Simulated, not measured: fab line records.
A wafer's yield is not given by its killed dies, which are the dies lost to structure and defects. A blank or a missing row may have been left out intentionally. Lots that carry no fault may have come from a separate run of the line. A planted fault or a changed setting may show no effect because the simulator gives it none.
Lot-split experiment || flow sfq line || 23 wafers read from 5 lots, route of 325 steps

## ON THE SPLIT
At SFQ_TRILAYER_I1_VIA_LITHO_COAT_049 (resist thk 650 nm), the setting resist thk nm was moved away from the recipe's 650 nm on 5 of the 23 wafers read, by +2.6% to +3.8%. All remaining wafers had this setting at the recipe value.

## FROM THE SPLIT TO THE READING: what the file shows between them, 1 step
- SFQ_TRILAYER_I1_VIA_BARC_OPEN_VIA_ETCH_071: etches BARC in O2, target depth 125 nm, time 41.7 s (also split here: time s)

## THE READING
KrF_of_TRILAYER_I1_VIA_LITHO_COAT_049.thk nm (the simulator's own value, which no gauge read), in nm, at SFQ_TRILAYER_I1_VIA_ETCH_VIA_ETCH_052 (etches SiO2 in CHF3, stops on Nb, target depth 260 nm). There is no usual value for it anywhere in the file. Average 528.0 nm, standard deviation 3.2 nm, over the 18 wafers here run with the recipe.

{"wafer": "L076.1", "tool, chamber at the split": "litho track-01, 0", "resist thk nm as run, nm": 667.1, "against the recipe": "+2.6%", "KrF_of_TRILAYER_I1_VIA_LITHO_COAT_049.thk nm, nm": 544.9, "against lot-mates on the recipe": "+16.2"}
{"wafer": "L076.2", "tool, chamber at the split": "litho track-01, 0", "resist thk nm as run, nm": 650, "against the recipe": "recipe", "KrF_of_TRILAYER_I1_VIA_LITHO_COAT_049.thk nm, nm": 527.9, "against lot-mates on the recipe": "-"}
{"wafer": "L076.3", "tool, chamber at the split": "litho track-01, 0", "resist thk nm as run, nm": 667.1, "against the recipe": "+2.6%", "KrF_of_TRILAYER_I1_VIA_LITHO_COAT_049.thk nm, nm": 544.6, "against lot-mates on the recipe": "+15.9"}
{"wafer": "L076.5", "tool, chamber at the split": "litho track-01, 0", "resist thk nm as run, nm": 650, "against the recipe": "recipe", "KrF_of_TRILAYER_I1_VIA_LITHO_COAT_049.thk nm, nm": 529.5, "against lot-mates on the recipe": "-"}
{"wafer": "L076.6", "tool, chamber at the split": "litho track-01, 0", "resist thk nm as run, nm": 667.1, "against the recipe": "+2.6%", "KrF_of_TRILAYER_I1_VIA_LITHO_COAT_049.thk nm, nm": 544, "against lot-mates on the recipe": "+15.3"}
{"wafer": "L077.1", "tool, chamber at the split": "litho track-02, 0", "resist thk nm as run, nm": 650, "against the recipe": "recipe", "KrF_of_TRILAYER_I1_VIA_LITHO_COAT_049.thk nm, nm": 528.3, "against lot-mates on the recipe": "-"}
{"wafer": "L077.3", "tool, chamber at the split": "litho track-02, 0", "resist thk nm as run, nm": 650, "against the recipe": "recipe", "KrF_of_TRILAYER_I1_VIA_LITHO_COAT_049.thk nm, nm": 533.3, "against lot-mates on the recipe": "-"}
{"wafer": "L077.4", "tool, chamber at the split": "litho track-02, 0", "resist thk nm as run, nm": 650, "against the recipe": "recipe", "KrF_of_TRILAYER_I1_VIA_LITHO_COAT_049.thk nm, nm": 532.6, "against lot-mates on the recipe": "-"}
{"wafer": "L077.5", "tool, chamber at the split": "litho track-02, 0", "resist thk nm as run, nm": 650, "against the recipe": "recipe", "KrF_of_TRILAYER_I1_VIA_LITHO_COAT_049.thk nm, nm": 527.2, "against lot-mates on the recipe": "-"}
{"wafer": "L077.6", "tool, chamber at the split": "litho track-02, 0", "resist thk nm as run, nm": 650, "against the recipe": "recipe", "KrF_of_TRILAYER_I1_VIA_LITHO_COAT_049.thk nm, nm": 534.5, "against lot-mates on the recipe": "-"}
{"wafer": "L079.1", "tool, chamber at the split": "litho track-03, 0", "resist thk nm as run, nm": 650, "against the recipe": "recipe", "KrF_of_TRILAYER_I1_VIA_LITHO_COAT_049.thk nm, nm": 528.8, "against lot-mates on the recipe": "-"}
{"wafer": "L079.3", "tool, chamber at the split": "litho track-03, 0", "resist thk nm as run, nm": 650, "against the recipe": "recipe", "KrF_of_TRILAYER_I1_VIA_LITHO_COAT_049.thk nm, nm": 521.2, "against lot-mates on the recipe": "-"}
{"wafer": "L079.4", "tool, chamber at the split": "litho track-03, 0", "resist thk nm as run, nm": 674.8, "against the recipe": "+3.8%", "KrF_of_TRILAYER_I1_VIA_LITHO_COAT_049.thk nm, nm": 548, "against lot-mates on the recipe": "+21.8"}
{"wafer": "L079.5", "tool, chamber at the split": "litho track-03, 0", "resist thk nm as run, nm": 650, "against the recipe": "recipe", "KrF_of_TRILAYER_I1_VIA_LITHO_COAT_049.thk nm, nm": 528.7, "against lot-mates on the recipe": "-"}
{"wafer": "L079.6", "tool, chamber at the split": "litho track-03, 0", "resist thk nm as run, nm": 674.8, "against the recipe": "+3.8%", "KrF_of_TRILAYER_I1_VIA_LITHO_COAT_049.thk nm, nm": 549.2, "against lot-mates on the recipe": "+23.0"}
{"wafer": "L081.1", "tool, chamber at the split": "litho track-02, 0", "resist thk nm as run, nm": 650, "against the recipe": "recipe", "KrF_of_TRILAYER_I1_VIA_LITHO_COAT_049.thk nm, nm": 523.8, "against lot-mates on the recipe": "-"}
{"wafer": "L081.3", "tool, chamber at the split": "litho track-02, 0", "resist thk nm as run, nm": 650, "against the recipe": "recipe", "KrF_of_TRILAYER_I1_VIA_LITHO_COAT_049.thk nm, nm": 527.1, "against lot-mates on the recipe": "-"}
{"wafer": "L081.4", "tool, chamber at the split": "litho track-02, 0", "resist thk nm as run, nm": 650, "against the recipe": "recipe", "KrF_of_TRILAYER_I1_VIA_LITHO_COAT_049.thk nm, nm": 527, "against lot-mates on the recipe": "-"}
{"wafer": "L083.1", "tool, chamber at the split": "litho track-03, 0", "resist thk nm as run, nm": 650, "against the recipe": "recipe", "KrF_of_TRILAYER_I1_VIA_LITHO_COAT_049.thk nm, nm": 526.6, "against lot-mates on the recipe": "-"}
{"wafer": "L083.2", "tool, chamber at the split": "litho track-03, 0", "resist thk nm as run, nm": 650, "against the recipe": "recipe", "KrF_of_TRILAYER_I1_VIA_LITHO_COAT_049.thk nm, nm": 527.8, "against lot-mates on the recipe": "-"}
{"wafer": "L083.3", "tool, chamber at the split": "litho track-03, 0", "resist thk nm as run, nm": 650, "against the recipe": "recipe", "KrF_of_TRILAYER_I1_VIA_LITHO_COAT_049.thk nm, nm": 526.1, "against lot-mates on the recipe": "-"}
{"wafer": "L083.4", "tool, chamber at the split": "litho track-03, 0", "resist thk nm as run, nm": 650, "against the recipe": "recipe", "KrF_of_TRILAYER_I1_VIA_LITHO_COAT_049.thk nm, nm": 524.7, "against lot-mates on the recipe": "-"}
{"wafer": "L083.6", "tool, chamber at the split": "litho track-03, 0", "resist thk nm as run, nm": 650, "against the recipe": "recipe", "KrF_of_TRILAYER_I1_VIA_LITHO_COAT_049.thk nm, nm": 529.6, "against lot-mates on the recipe": "-"}

FIT RESULTS
A straight line over all 23 wafers: KrF_of_TRILAYER_I1_VIA_LITHO_COAT_049.thk nm changes by +5.73 nm for each +1% of resist thk nm; r = +0.93; the points scatter about the line by 3 nm.
The same after taking each lot's own level away (the mean of its wafers on the recipe; 23 wafers): +5.92 nm for each +1%; r = +0.96; scatter 2.2 nm.
According to that fit, moving resist thk nm by its largest amount changes the reading by 23 nm.
The span of the lots' own levels, 525.97 to 531.18 nm, comes to 1.6 times the standard deviation stated above.
The two slopes are in agreement: the lot-to-lot level therefore moves the slope only a little.
Check: +22.9 nm against its lot-mates is what the line predicts for one of the wafers moved furthest among these (+3.8%) when that wafer is left out of the fit. It came out at +21.8 nm against them.

## THE OTHER SPLITS THESE WAFERS WENT THROUGH
Before the reading, these wafers also passed through other splits. Each is held against what the fit with the lots' levels taken away leaves over:
{"other split on the same wafers": "SFQ_TRILAYER_M1_LITHO_COAT_039 resist thk nm", "wafers away from the commonest value": 7, "r with KrF_of_TRILAYER_I1_VIA_LITHO_COAT_049.thk nm (lot level and that fit taken away)": -0.34}
{"other split on the same wafers": "SFQ_TRILAYER_I1_CMP_CMP_046 leave above ref nm", "wafers away from the commonest value": 9, "r with KrF_of_TRILAYER_I1_VIA_LITHO_COAT_049.thk nm (lot level and that fit taken away)": -0.11}
{"other split on the same wafers": "SFQ_TRILAYER_I1_VIA_BARC_OPEN_VIA_ETCH_071 time s", "wafers away from the commonest value": 6, "r with KrF_of_TRILAYER_I1_VIA_LITHO_COAT_049.thk nm (lot level and that fit taken away)": -0.50}

## THE WHOLE CHAIN: every reading that the file lists as answering this split, in the file's order
{"step": "SFQ_TRILAYER_I1_VIA_LITHO_COAT_049", "what it does": "resist thk 650 nm", "reading": "KrF_of_TRILAYER_I1_VIA_LITHO_COAT_049.thk nm (the simulator's own value, which no gauge read)", "change (the file's fit)": "+6.28 nm for each +1% of the setting", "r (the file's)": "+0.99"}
{"step": "SFQ_TRILAYER_I1_VIA_BARC_OPEN_VIA_ETCH_071", "what it does": "etches BARC in O2, target depth 125 nm, time 41.7 s", "reading": "KrF_of_TRILAYER_I1_VIA_LITHO_COAT_049.thk nm (the simulator's own value, which no gauge read)", "change (the file's fit)": "+5.85 nm for each +1% of the setting", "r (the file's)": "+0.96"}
{"step": "SFQ_TRILAYER_I1_VIA_ETCH_VIA_ETCH_052", "what it does": "etches SiO2 in CHF3, stops on Nb, target depth 260 nm", "reading": "KrF_of_TRILAYER_I1_VIA_LITHO_COAT_049.thk nm (the simulator's own value, which no gauge read)", "change (the file's fit)": "+5.91 nm for each +1% of the setting", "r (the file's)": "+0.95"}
{"step": "SFQ_TRILAYER_I1_VIA_ETCH_VIA_ETCH_052", "what it does": "etches SiO2 in CHF3, stops on Nb, target depth 260 nm", "reading": "etch.depth nm (the simulator's own value, which no gauge read)", "change (the file's fit)": "+1.43 nm for each +1% of the setting, in a fit together with leave above ref nm@TRILAYER_I1_CMP_CMP_046", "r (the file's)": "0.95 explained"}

## THE FILE'S OWN FIT
KrF_of_TRILAYER_I1_VIA_LITHO_COAT_049.thk nm changes by +5.91 nm for each +1% of resist thk nm, r = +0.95.
